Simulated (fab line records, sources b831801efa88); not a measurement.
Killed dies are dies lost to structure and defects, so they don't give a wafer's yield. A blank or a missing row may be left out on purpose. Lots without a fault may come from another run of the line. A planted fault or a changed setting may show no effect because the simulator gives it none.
Which tool did it? | flow gf180mcu | 14 lots, 42 wafers sampled, at 5 steps of a route of 602

WHAT THE GAUGES READ, wafer by wafer
GF_STI_THK_MEAS_30. Usual: STI_OXIDATION_02_THK 10.06 nm, standard deviation 0.17.
lot  | measured    | on            | STI_OXIDATION_02_THK (nm) | flag
L116 | day 2 10:52 | film_metro-02 | 9.92 9.99 10.07           |
L117 | day 2 17:17 | film_metro-02 | 9.81 10.01 9.84           |
L120 | day 3 10:16 | film_metro-04 | 9.85 9.80 9.91            |
L121 | day 3 12:41 | film_metro-02 | 10.04 9.94 10.01          |
L122 | day 3 18:47 | film_metro-03 | 10.06 9.87 9.89           |
L124 | day 4 06:45 | film_metro-03 | 10.29 10.20 10.34         |
L129 | day 5 07:27 | film_metro-03 | 10.28 10.26 10.36         |
L130 | day 5 13:56 | film_metro-03 | 16.56 16.23 16.69         | OFF
L131 | day 5 21:08 | film_metro-04 | 16.30 16.31 16.26         | OFF
L132 | day 6 01:08 | film_metro-02 | 16.30 16.17 16.21         | OFF
L133 | day 6 03:19 | film_metro-04 | 10.27 9.98 10.21          |
L134 | day 6 06:56 | film_metro-03 | 9.92 10.08 9.70           |
L136 | day 6 19:01 | film_metro-02 | 10.30 10.34 10.31         |
L137 | day 6 22:37 | film_metro-04 | 10.07 10.19 10.18         |

GF_VT_IMPLANT_OVL_MEAS_18. Usual: VT_IMPLANT_01_OVL 0.9 nm, standard deviation 1.6.
lot  | measured     | on         | VT_IMPLANT_01_OVL (nm) | flag
L116 | day 6 12:36  | overlay-02 | -0.4 0.7 -0.4          |
L117 | day 6 21:28  | overlay-02 | 1.2 0.4 1.4            |
L120 | day 7 16:25  | overlay-02 | 2.3 2.0 3.0            |
L121 | day 7 20:10  | overlay-02 | 1.9 1.5 0.3            |
L122 | day 8 01:58  | overlay-01 | -1.8 -0.8 -1.5         |
L124 | day 8 15:40  | overlay-01 | -0.9 -0.2 -2.4         |
L129 | day 9 22:57  | overlay-01 | 4.7 3.7 3.4            |
L130 | day 10 05:16 | overlay-01 | -2.1 -0.1 -1.0         |
L131 | day 10 12:42 | overlay-01 | 0.2 1.2 -0.9           |
L132 | day 10 18:49 | overlay-02 | 1.5 0.3 -0.1           |
L133 | day 11 01:03 | overlay-01 | 0.8 0.7 0.5            |
L134 | day 11 05:03 | overlay-01 | 0.5 1.7 3.7            |
L136 | day 11 21:03 | overlay-02 | 1.0 0.6 1.8            |
L137 | day 12 00:35 | overlay-02 | 2.2 1.4 1.9            |

GF_VT_IMPLANT_TW_MEAS_21. Usual: VT_IMPLANT_2_TW 1206, standard deviation 6.5.
lot  | measured     | on            | VT_IMPLANT_2_TW | flag
L116 | day 6 12:53  | film_metro-01 | 1218 1217 1214  |
L117 | day 6 21:45  | film_metro-01 | 1212 1222 1220  |
L120 | day 7 16:42  | film_metro-03 | 1202 1197 1191  |
L121 | day 7 20:28  | film_metro-02 | 1202 1202 1201  |
L122 | day 8 02:16  | film_metro-01 | 1212 1221 1215  |
L124 | day 8 15:57  | film_metro-02 | 1200 1217 1204  |
L129 | day 9 23:14  | film_metro-02 | 1205 1201 1201  |
L130 | day 10 05:33 | film_metro-03 | 1208 1204 1211  |
L131 | day 10 12:59 | film_metro-03 | 1200 1205 1202  |
L132 | day 10 19:06 | film_metro-01 | 1205 1206 1207  |
L133 | day 11 01:20 | film_metro-03 | 1214 1207 1208  |
L134 | day 11 05:20 | film_metro-03 | 1206 1195 1198  |
L136 | day 11 21:20 | film_metro-02 | 1208 1210 1208  |
L137 | day 12 00:53 | film_metro-03 | 1209 1206 1214  |

GF_VT_IMPLANT_TW_MEAS_43. Usual: VT_IMPLANT_4_TW 686, standard deviation 4.1.
lot  | measured     | on            | VT_IMPLANT_4_TW | flag
L116 | day 7 19:47  | film_metro-03 | 683 684 680     |
L117 | day 8 05:26  | film_metro-01 | 692 692 692     |
L120 | day 9 01:45  | film_metro-03 | 684 684 684     |
L121 | day 9 06:04  | film_metro-03 | 683 685 685     |
L122 | day 9 12:27  | film_metro-03 | 680 683 684     |
L124 | day 10 02:52 | film_metro-03 | 682 688 688     |
L129 | day 11 12:51 | film_metro-01 | 695 691 689     |
L130 | day 11 20:06 | film_metro-03 | 687 683 681     |
L131 | day 12 03:20 | film_metro-03 | 689 690 688     |
L132 | day 12 09:03 | film_metro-03 | 688 688 691     |
L133 | day 12 16:18 | film_metro-02 | 682 681 680     |
L134 | day 12 20:33 | film_metro-03 | 686 687 692     |
L136 | day 13 13:23 | film_metro-02 | 678 680 675     |
L137 | day 13 16:47 | film_metro-01 | 692 693 693     |

WHICH TOOL RAN EACH LOT (tool, then ch and the chambers of the sampled wafers, then the start)
lot  | GF_STI_OXIDATION_29
L116 | furnace-02 ch 0, day 2 09:28
L117 | furnace-01 ch 0, day 2 15:52
L120 | furnace-02 ch 0, day 3 08:52
L121 | furnace-01 ch 0, day 3 11:16
L122 | furnace-01 ch 0, day 3 17:22
L124 | furnace-01 ch 0, day 4 05:20
L129 | furnace-01 ch 0, day 5 06:03
L130 | furnace-02 ch 0, day 5 10:58 and furnace-01 ch 0, day 5 12:31
L131 | furnace-01 ch 0, day 5 16:40
L132 | furnace-01 ch 0, day 5 21:15 and furnace-02 ch 0, day 5 23:44
L133 | furnace-02 ch 0, day 6 01:55
L134 | furnace-01 ch 0, day 6 05:32
L136 | furnace-02 ch 0, day 6 17:38
L137 | furnace-02 ch 0, day 6 21:13
- GF_STI_OXIDATION_29: stabilise 600 s, purge 300 s, target thk 10 nm.

WHAT THE TOOLS THEMSELVES READ (means of the sampled wafers that have a number; where no wafer has one, the mark that the record gives instead)
GF_STI_OXIDATION_29. Usual: ox_temp_c 900.1 C, standard deviation 0.38; spike_tc_lower_C 901.1 C, standard deviation 0.96; spike_tc_upper_C 901.1 C, standard deviation 1.2.
lot  | tool                  | ox_temp_c (C) | spike_tc_lower_C (C) | spike_tc_upper_C (C) | flag
L116 | furnace-02            | 900.2         | 901.6                | 900.2                |
L117 | furnace-01            | 899.7         | 902.0                | 902.0                |
L120 | furnace-02            | 900.0         | 901.7                | 900.5                |
L121 | furnace-01            | 900.5         | 900.4                | 900.7                |
L122 | furnace-01            | 900.6         | 901.0                | 901.7                |
L124 | furnace-01            | 900.2         | 900.3                | 902.2                |
L129 | furnace-01            | 899.8         | 901.5                | 901.9                |
L130 | furnace-02/furnace-01 | 899.9         | 900.9                | 900.8                |
L131 | furnace-01            | 899.9         | 900.6                | 901.6                |
L132 | furnace-01/furnace-02 | 899.8         | 900.7                | 901.2                |
L133 | furnace-02            | 900.2         | 902.0                | 900.9                |
L134 | furnace-01            | 900.4         | 900.9                | 901.4                |
L136 | furnace-02            | 900.1         | 900.2                | 900.4                |
L137 | furnace-02            | 900.1         | 901.2                | 900.9                |

THE ANSWER, worked out from the rows above alone
Rule: a lot is off if the mean of its wafers that have a number lies more than 3 standard deviations from the usual mean. A lot without any number at a reading at which 4 lots or more have one is off too. The other lots that the step has rows for count as sound. The gauges are gone through in route order, then the tools' own readings, and for those a lot's mean is taken as printed above. The first step at which some lot is off is used, and at that step the reading that is off furthest; a lot without a number counts as furthest.
Off: L130, L131, L132, at GF_STI_THK_MEAS_30 (STI_OXIDATION_02_THK).
A tool fits if, at a process step before that reading, it ran every lot that is off, and no sound lot after the first of them. The gauges at GF_STI_THK_MEAS_30 are tried like those tools. None of those tried fits.

WHAT THE SIMULATOR HAD PUT IN
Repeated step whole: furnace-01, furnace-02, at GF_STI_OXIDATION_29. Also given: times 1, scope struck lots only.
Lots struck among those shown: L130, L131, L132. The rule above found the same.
